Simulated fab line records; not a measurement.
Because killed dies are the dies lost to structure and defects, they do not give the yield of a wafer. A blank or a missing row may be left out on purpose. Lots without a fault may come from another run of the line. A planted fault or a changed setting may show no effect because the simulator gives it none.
fab line records    flow gf180mcu
[record] lots = 6  wafers = 18  lastDay = 34
route steps=602 shown V5@566 TOP_METAL@567
lots that met no fault: taken from a fault-free run of the same line
startH: start of the lot's first displayed wafer, in hours after the record's first day    waitH: how many hours have passed since the lot's step before this one    " repeats the value in the row above    L1.1+2: a row that stands for several wafers    - no value, or no start was given    * or withheld: withheld    < > ~ a bound
route shown NAME@n: a module of which the file shows steps, and the number in the route of the first    usual: mean/standard deviation of fault-free wafers    same: alike in all rows    chamber/n: place in a boat    sites: the reading at each site    _std_site: the standard deviation of these    _edge_site: the outer-site mean with the inner-site mean subtracted    radiusMm: how far each site lies from the wafer's centre    mask NAME#n: copy n    behind: the tool/chamber that last shaped the wafer    hold: why the lot was held/for how many hours/how that ended    device: which transistor (n, p or np) failed to switch    end of line: tests run on the same wafers once the route is complete    step lacking rows: just its recipe    killed: the dies lost at the first sort to structure and to defects; this is not the yield of the wafer    map: a wafer's dies, marking killed ones x, the rest . and places with no die _
set.NAME: the setting that was run; set.NAME@STEP: the one run at that earlier step    model.NAME: the simulator's own value behind a step, which no gauge read
lots at some steps of the route; a table a step, a row a wafer
services: from which hour (startH, from the record's first day; less than 0 if before it) a tool's chamber was out of use, for how many hours, and why
[[steps]]
[step GF_V5_CMP_26]
[recipe] stopOn = SiO2  downForcePsi = 3.5  platenRpm = 60  tOverpolishS = 15  targetThkNm = 0  padVelocityMS = 0.94248
[usual] motorCurrentA = 10.5/0.75  overpolishRunS = 15.001/0.011  timeToEndpointS = 83.0/2.8
lot.wafer  tool    chamber  startH  waitH  motorCurrentA  overpolishRunS  timeToEndpointS
L408.3     cmp-01  2        630.24  0.6    10.5           15.004          83.2
L408.6     "       0        "       "      12.1           14.992          79.8
L408.5     "       1        "       "      9.9            15.017          81.4
L414.2     cmp-02  0        673.28  0.0    10.6           15.014          81.0
L414.3     "       2        "       "      11.3           15.018          76.9
L414.1     "       3        "       "      10.6           15.013          80.2
L416.4     cmp-01  1        688.07  0.0    10.2           15.001          82.2
L416.3     "       3        "       "      10.7           15.005          84.0
L416.2     "       0        "       "      12.0           14.999          84.3
L421.2     cmp-01  3        721.37  0.0    10.7           15.018          82.8
L421.1     "       0        "       "      12.7           15.020          83.1
L421.3     "       1        "       "      10.0           14.983          82.4
L426.4     cmp-02  0        753.64  0.1    10.0           15.028          79.6
L426.6     "       2        "       "      10.8           15.013          78.7
L426.5     "       3        "       "      10.2           15.014          85.4
L431.2     cmp-01  2        786.18  0.1    10.3           15.003          83.2
L431.6     "       0        "       "      11.4           15.006          81.9
L431.5     "       1        "       "      9.9            14.996          84.0
[step GF_TOP_METAL_SPUTTER_00]
[recipe] material = Ti  targetThkNm = 37.5  arrivingIonEnergyEv = 80  substrateTempC = 200  chamberPressurePa = 2  powerW = 4000  timeS = 150
[usual] throttleValvePct = 29.9/1.1
lot.wafer  tool           chamber  startH  waitH  throttleValvePct
L408.3     pvdSputter-03  -        630.44  0.1    29.1
L408.5     "              -        "       "      29.3
L408.6     "              -        "       "      29.1
L414.1     pvdSputter-01  -        673.58  0.1    31.5
L414.2     "              -        "       "      28.9
L414.3     "              -        "       "      29.9
L416.2     pvdSputter-01  -        688.37  0.1    30.2
L416.3     "              -        "       "      31.1
L416.4     "              -        "       "      29.0
L421.1     pvdSputter-01  -        721.67  0.2    31.5
L421.2     "              -        "       "      30.2
L421.3     "              -        "       "      31.1
L426.4     pvdSputter-04  -        753.84  0.1    28.2
L426.5     "              -        "       "      29.6
L426.6     "              -        "       "      28.0
L431.2     pvdSputter-01  -        786.38  0.1    30.3
L431.5     "              -        "       "      30.0
L431.6     "              -        "       "      31.1
[step GF_TOP_METAL_SPUTTER_01]
[recipe] material = TiN  targetThkNm = 30  powerW = 6500  timeS = 25  chamberPressurePa = 0.4
[step GF_TOP_METAL_SPUTTER_02]
[recipe] material = AlCu  targetThkNm = 900  powerW = 10600  chamberPressurePa = 0.3  substrateTempC = 250  gas = Ar  timeS = 47.82
[usual] throttleValvePct = 29.9/1.1
lot.wafer  tool           chamber  startH  waitH  throttleValvePct
L408.3     pvdSputter-03  -        630.57  0.0    29.3
L408.5     "              -        "       "      29.4
L408.6     "              -        "       "      29.4
L414.1     pvdSputter-01  -        673.73  0.0    31.3
L414.2     "              -        "       "      28.9
L414.3     "              -        "       "      30.2
L416.2     pvdSputter-01  -        688.50  0.0    30.2
L416.3     "              -        "       "      31.3
L416.4     "              -        "       "      29.1
L421.1     pvdSputter-01  -        721.80  0.0    31.1
L421.2     "              -        "       "      30.0
L421.3     "              -        "       "      30.8
L426.4     pvdSputter-04  -        753.97  0.0    28.3
L426.5     "              -        "       "      29.3
L426.6     "              -        "       "      28.3
L431.2     pvdSputter-01  -        786.51  0.0    29.8
L431.5     "              -        "       "      30.1
L431.6     "              -        "       "      31.3
[step GF_TOP_METAL_SPUTTER_03]
[recipe] material = Ti  targetThkNm = 5  substrateTempC = 300  chamberPressurePa = 0.3  powerW = 3000  timeS = 3.3
[usual] throttleValvePct = 29.9/1.1
lot.wafer  tool           chamber  startH  waitH  throttleValvePct
L408.3     pvdSputter-03  -        630.61  0.0    29.3
L408.5     "              -        "       "      29.6
L408.6     "              -        "       "      29.3
L414.1     pvdSputter-01  -        673.78  0.0    31.5
L414.2     "              -        "       "      29.1
L414.3     "              -        "       "      30.1
L416.2     pvdSputter-01  -        688.54  0.0    30.2
L416.3     "              -        "       "      31.0
L416.4     "              -        "       "      29.0
L421.1     pvdSputter-01  -        721.84  0.0    31.3
L421.2     "              -        "       "      30.3
L421.3     "              -        "       "      31.1
L426.4     pvdSputter-04  -        754.01  0.0    28.2
L426.5     "              -        "       "      29.6
L426.6     "              -        "       "      28.1
L431.2     pvdSputter-01  -        786.55  0.0    30.4
L431.5     "              -        "       "      30.3
L431.6     "              -        "       "      31.1
[step GF_TOP_METAL_SPUTTER_04]
[recipe] material = TiN  targetThkNm = 25  powerW = 6500  timeS = 20.8  chamberPressurePa = 0.4
[usual] throttleValvePct = 29.9/1.1
lot.wafer  tool           chamber  startH  waitH  throttleValvePct
L408.3     pvdSputter-03  -        630.63  0.0    29.6
L408.5     "              -        "       "      29.5
L408.6     "              -        "       "      29.6
L414.1     pvdSputter-01  -        673.80  0.0    31.5
L414.2     "              -        "       "      29.2
L414.3     "              -        "       "      30.2
L416.2     pvdSputter-01  -        688.56  0.0    30.3
L416.3     "              -        "       "      30.9
L416.4     "              -        "       "      28.7
L421.1     pvdSputter-01  -        721.86  0.0    31.4
L421.2     "              -        "       "      30.2
L421.3     "              -        "       "      31.0
L426.4     pvdSputter-04  -        754.03  0.0    28.0
L426.5     "              -        "       "      29.6
L426.6     "              -        "       "      28.1
L431.2     pvdSputter-01  -        786.57  0.0    30.1
L431.5     "              -        "       "      30.4
L431.6     "              -        "       "      31.3
[step GF_TOP_METAL_RS_MEAS_05]
[recipe] thkMeasGauge = four-point-probe  reads = TiN_of_TOP_METAL_SPUTTER_04+Ti_of_TOP_METAL_SPUTTER_03+AlCu_of_TOP_METAL_SPUTTER_02+TiN_of_TOP_METAL_SPUTTER_01+Ti_of_TOP_METAL_SPUTTER_00
[usual] TOP_METAL_ALCU_RS = 0.0328/0.00036
lot.wafer  tool          chamber  startH  waitH  TOP_METAL_ALCU_RS[ohm/sq]
L408.3     filmMetro-01  -        630.71  0.1    0.0324
L408.5     "             -        "       "      0.0323
L408.6     "             -        "       "      0.0326
L414.1     filmMetro-01  -        673.83  0.0    0.0333
L414.2     "             -        "       "      0.0330
L414.3     "             -        "       "      0.0334
L416.2     filmMetro-02  -        688.61  0.0    0.0328
L416.3     "             -        "       "      0.0328
L416.4     "             -        "       "      0.0329
L421.1     filmMetro-02  -        721.89  0.0    0.0330
L421.2     "             -        "       "      0.0328
L421.3     "             -        "       "      0.0330
L426.4     filmMetro-02  -        754.12  0.1    0.0327
L426.5     "             -        "       "      0.0329
L426.6     "             -        "       "      0.0327
L431.2     filmMetro-04  -        786.62  0.0    0.0334
L431.5     "             -        "       "      0.0334
L431.6     "             -        "       "      0.0335
[step GF_TOP_METAL_THK_MEAS_06]
[recipe] thkMeasGauge = xrf  reads = AlCu_of_TOP_METAL_SPUTTER_02
[usual] TOP_METAL_ALCU_THK = 905/11
lot.wafer  tool          chamber  startH  waitH  TOP_METAL_ALCU_THK[nm]
L408.3     filmMetro-01  -        630.81  0.1    917
L408.5     "             -        "       "      922
L408.6     "             -        "       "      910
L414.1     filmMetro-01  -        673.95  0.1    897
L414.2     "             -        "       "      911
L414.3     "             -        "       "      902
L416.2     filmMetro-02  -        688.72  0.1    893
L416.3     "             -        "       "      903
L416.4     "             -        "       "      901
L421.1     filmMetro-02  -        722.01  0.1    905
L421.2     "             -        "       "      912
L421.3     "             -        "       "      906
L426.4     filmMetro-02  -        754.21  0.1    905
L426.5     "             -        "       "      910
L426.6     "             -        "       "      911
L431.2     filmMetro-04  -        786.73  0.1    883
L431.5     "             -        "       "      882
L431.6     "             -        "       "      885
[step GF_TOP_METAL_DEHYDRATE_07]
[recipe] tempC = 200  timeS = 60
[step GF_TOP_METAL_HMDS_08]
[recipe] primeTimeS = 60  primeTempC = 120
[step GF_TOP_METAL_COAT_09]
[recipe] resist = NOVOLAK  spinRpm = 3000  resistThkNm = 1500
[step GF_TOP_METAL_SOFTBAKE_10]
[recipe] tempC = 90  timeS = 60  resist = NOVOLAK
[step GF_TOP_METAL_EXPOSE_11]
[recipe] maskId = MetalTop  targetCdNm = 440  na = 0.6  sourceShape = conventional  sigmaOuter = 0.6  doseMj = 170
lot.wafer   tool             chamber  startH  waitH  mask
L408.3+5+6  ilineStepper-01  0        640.52  -      MetalTop#0
L414.1+2+3  ilineStepper-02  0        683.52  -      MetalTop#0
L416.2+3+4  ilineStepper-02  0        696.47  -      MetalTop#0
L421.1+2+3  ilineStepper-02  0        730.82  -      MetalTop#0
L426.4+5+6  ilineStepper-01  0        763.11  -      MetalTop#0
L431.2+5+6  ilineStepper-02  0        793.99  -      MetalTop#0
[step GF_TOP_METAL_PEB_12]
[recipe] tempC = withheld  timeS = *  resist = NOVOLAK
[step GF_TOP_METAL_DEVELOP_13]
[recipe] developTimeS = 58.26  devTempC = 23
[usual] exhaustPa = 45.0/0.83
[same] developTimeS = 58.26
lot.wafer  tool           chamber  startH  waitH  exhaustPa  model.TOP_METAL.cdNm
L408.3     lithoTrack-01  0        650.15  0.1    44.9       440.5
L408.5     "              0        "       "      44.7       440.4
L408.6     "              0        "       "      44.1       442
L414.1     lithoTrack-02  0        692.39  0.1    45.0       438.8
L414.2     "              0        "       "      44.6       440.6
L414.3     "              0        "       "      42.8       439.6
L416.2     lithoTrack-01  0        706.22  0.1    45.4       348.7
L416.3     "              0        "       "      45.5       437.5
L416.4     "              0        "       "      45.1       435.1
L421.1     lithoTrack-04  0        737.84  0.1    44.3       441.1
L421.2     "              0        "       "      44.9       358.1
L421.3     "              0        "       "      45.7       440.3
L426.4     lithoTrack-04  0        770.02  0.1    44.2       434.7
L426.5     "              0        "       "      44.3       437.6
L426.6     "              0        "       "      45.5       436.8
L431.2     lithoTrack-02  0        801.01  0.1    46.9       437.6
L431.5     "              0        "       "      46.0       438.1
L431.6     "              0        "       "      45.4       438.2
[step GF_TOP_METAL_CD_MEAS_14]
[recipe] targetCdNm = 440
[usual] cdNm = 439.7/2.5
lot.wafer  tool      chamber  startH  waitH  cdNm
L408.3     cdSem-01  -        650.29  0.1    440.4
L408.5     "         -        "       "      440.2
L408.6     "         -        "       "      441.8
L414.1     cdSem-01  -        692.56  0.1    438.6
L414.2     "         -        "       "      440.3
L414.3     "         -        "       "      439.5
L416.2     cdSem-01  -        706.37  0.1    348.5
L416.3     "         -        "       "      437.7
L416.4     "         -        "       "      435.5
L421.1     cdSem-02  -        737.99  0.1    441.3
L421.2     "         -        "       "      357.9
L421.3     "         -        "       "      440.1
L426.4     cdSem-01  -        770.15  0.1    434.8
L426.5     "         -        "       "      437.9
L426.6     "         -        "       "      436.6
L431.2     cdSem-01  -        801.15  0.1    437.6
L431.5     "         -        "       "      438.2
L431.6     "         -        "       "      438.4
[step GF_TOP_METAL_OVL_MEAS_15]
[usual] TOP_METAL_OVL = -0.3/1.6
lot.wafer  tool        chamber  startH  waitH  TOP_METAL_OVL[nm]
L408.3     overlay-02  -        650.38  0.1    -1.0
L408.5     "           -        "       "      0.0
L408.6     "           -        "       "      -1.6
L414.1     overlay-02  -        692.68  0.1    -2.1
L414.2     "           -        "       "      0.5
L414.3     "           -        "       "      0.2
L416.2     overlay-01  -        706.47  0.1    2.1
L416.3     "           -        "       "      3.1
L416.4     "           -        "       "      2.9
L421.1     overlay-02  -        738.11  0.1    -0.9
L421.2     "           -        "       "      -2.0
L421.3     "           -        "       "      -2.5
L426.4     overlay-02  -        770.23  0.1    -1.8
L426.5     "           -        "       "      -3.3
L426.6     "           -        "       "      -3.0
L431.2     overlay-01  -        801.26  0.1    2.3
L431.5     "           -        "       "      2.5
L431.6     "           -        "       "      2.5
[step GF_TOP_METAL_METAL_ETCH_16]
[recipe] chemistry = Cl2/BCl3  maskMaterial = NOVOLAK  targetDepthNm = 1077.5  stopOn = SiO2  pressureMtorr = 8  icpW = 800  biasW = 140  Cl2_flow_sccm = 80  bcl3FlowSccm = 40  timeS = 179.6
[usual] drypumpMotorCurrentA = 5.6/0.48  oesProductAu = 0.965/0.0067  throttleValvePct = 28.258/0.012
lot.wafer  tool         chamber  startH  waitH  drypumpMotorCurrentA  oesProductAu  rfHoursCounterH  throttleValvePct  model.TOP_METAL.cdNm
L408.3     rieMetal-01  1        650.46  0.1    5.9                   0.976         -                28.257            435.2
L408.5     "            1        "       "      5.9                   0.965         -                28.235            433.6
L408.6     "            0        "       "      5.8                   0.954         -                28.249            434.9
L414.1     rieMetal-04  0        692.71  0.0    6.2                   0.955         8                28.264            454.6
L414.2     "            1        "       "      5.0                   0.965         14               28.260            438.1
L414.3     "            0        "       "      6.2                   0.961         -                28.285            451.2
L416.2     rieMetal-01  1        706.50  0.0    5.9                   0.960         8                28.261            336
L416.3     "            0        "       "      5.8                   0.962         -                28.251            429.2
L416.4     "            1        "       "      5.9                   0.964         -                28.267            421.4
L421.1     rieMetal-02  0        738.15  0.0    5.7                   0.960         14               28.244            443.2
L421.2     "            1        "       "      5.0                   0.966         9                28.263            353.1
L421.3     "            1        "       "      5.0                   0.951         -                28.251            438.1
L426.4     rieMetal-02  1        770.31  0.1    5.0                   0.959         -                28.248            417.8
L426.5     "            1        "       "      5.0                   0.963         -                28.265            426.7
L426.6     "            0        "       "      5.7                   0.964         -                28.264            430.4
L431.2     rieMetal-04  1        801.29  0.0    5.0                   0.958         3                28.264            439.4
L431.5     "            1        "       "      4.9                   0.956         -                28.253            444.7
L431.6     "            0        "       "      6.2                   0.949         -                28.278            446.1
[step GF_TOP_METAL_STRIP_17]
[recipe] chemistry = O2/N2  powerW = 1400  pressureMtorr = 1500  platenTempC = 250  o2FlowSccm = 3000  n2FlowSccm = 300  overashFraction = 0.5
[[services]]
tool             chamber  startH  hours  kind
pvdSputter-01    1        610.57  -      consumableReplace:kit
pvdSputter-01    1        610.57  18.0   scheduledDown
pvdSputter-01    1        610.57  18.0   ventCycle
ilineStepper-01  -        624.33  11.4   repair
ilineStepper-02  -        629.06  4.5    repair
rieMetal-04      0        639.29  20.8   repair
rieMetal-04      -        651.96  0.8    repair
cmp-01           -        661.52  4.0    pm
cmp-02           -        667.25  4.3    pm
ilineStepper-02  -        672.34  9.3    repair
cmp-01           -        676.16  0.7    repair
rieMetal-01      -        681.53  14.6   pm
pvdSputter-01    0        688.59  -      consumableReplace:kit
pvdSputter-01    0        688.59  18.0   scheduledDown
pvdSputter-01    0        688.59  18.0   ventCycle
rieMetal-01      -        696.13  1.4    pm
cmp-02           -        744.00  4.0    pm
rieMetal-01      0        759.30  4.3    repair
ilineStepper-02  -        760.76  1.7    pm
pvdSputter-01    3        767.99  -      consumableReplace:kit
pvdSputter-01    3        767.99  18.0   scheduledDown
pvdSputter-01    3        767.99  18.0   ventCycle
ilineStepper-01  -        776.97  1.7    pm
cmp-02           -        792.20  0.2    repair
[[key]]
[firstSign] step = GF_TOP_METAL_CD_MEAS_14  reading = cdNm  direction = down  sigmas = 34  usual = 439.7  struck = 353.2
effect none on later readings
[modelEffect] step = GF_TOP_METAL_DEVELOP_13  value = TOP_METAL.cdNm  without = 438.1  struck = 353.4
[modelEffect] step = GF_TOP_METAL_METAL_ETCH_16  value = TOP_METAL.cdNm  without = 429.2  struck = 344.5
metAt GF_TOP_METAL_EXPOSE_11
struckWafers L416.2,L421.2
laterRowsLeftOut L416.2,L421.2
sortLeftOut L416.2,L421.2
onsetBetween 683.52 696.47
[fault] kind = processParameterDrift  tool = ilineStepper-02  chamber = -  onsetH = 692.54  steps = GF_TOP_METAL_EXPOSE_11  channel = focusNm  offset = 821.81  shape = step  endH = 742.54  scope = struckWafersOnly
// sortLeftOut: the simulated sort isn't trusted on such a fault, so these wafers' sort isn't shown, and their yield isn't known
// laterRowsLeftOut: the simulator's readings of these wafers behind a module that went badly wrong aren't trusted and aren't shown, but for the sort
